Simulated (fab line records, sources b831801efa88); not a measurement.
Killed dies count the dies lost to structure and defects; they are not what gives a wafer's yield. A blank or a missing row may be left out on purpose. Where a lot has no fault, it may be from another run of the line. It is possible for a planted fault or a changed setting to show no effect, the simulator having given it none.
What tool caused it?    flow gf180mcu    32 wafers sampled from 11 lots at 1 step of a route of 602

== WHAT THE GAUGES SHOWED, per wafer ==
GF_STI_THK_MEAS_02.
lot   measured     on             STI_OXIDATION_THK (nm)
L738  day 1 12:31  film_metro-01  9.94 9.86 9.65
L739  day 1 19:05  film_metro-03  9.80 9.80 9.84
L741  day 2 02:31  film_metro-03  10.06 9.97 9.99
L747  day 3 11:11  film_metro-03  9.56 9.72
L753  day 4 14:31  film_metro-03  9.77 9.55 9.71
L754  day 4 19:53  film_metro-03  9.91 9.98 10.09
L756  day 5 06:32  film_metro-03  10.06 10.03 10.39
L758  day 5 16:52  film_metro-03  10.07 10.09 10.03
L759  day 5 20:31  film_metro-04  9.85 9.89 10.12
L760  day 6 01:31  film_metro-03  10.01 10.38 10.27
L761  day 6 06:32  film_metro-01  9.74 9.58 9.93

== WHICH TOOL RAN EACH LOT (tool, then ch and the chambers of the sampled wafers, then the start) ==
The record shows no process step preceding these readings.

== THE ANSWER, worked out from the rows above alone ==
Rule: usual is defined by the lots themselves. The widest of any qualifying gaps counts: lots, ordered by their means at a reading, are off when they make up no more than a third of the lots, leave a main group of 4 or more, and stand apart from it by 3 or more times the standard deviation of that group's means. A main group whose means are all the same, to the digits that the tables above print for the reading, isn't used. A lot without any number at a reading at which 4 lots or more have one is off too. The other lots that the step has rows for count as sound.
No lot is off at any reading shown: from this, nothing can be told.

== WHAT THE SIMULATOR HAD PUT IN ==
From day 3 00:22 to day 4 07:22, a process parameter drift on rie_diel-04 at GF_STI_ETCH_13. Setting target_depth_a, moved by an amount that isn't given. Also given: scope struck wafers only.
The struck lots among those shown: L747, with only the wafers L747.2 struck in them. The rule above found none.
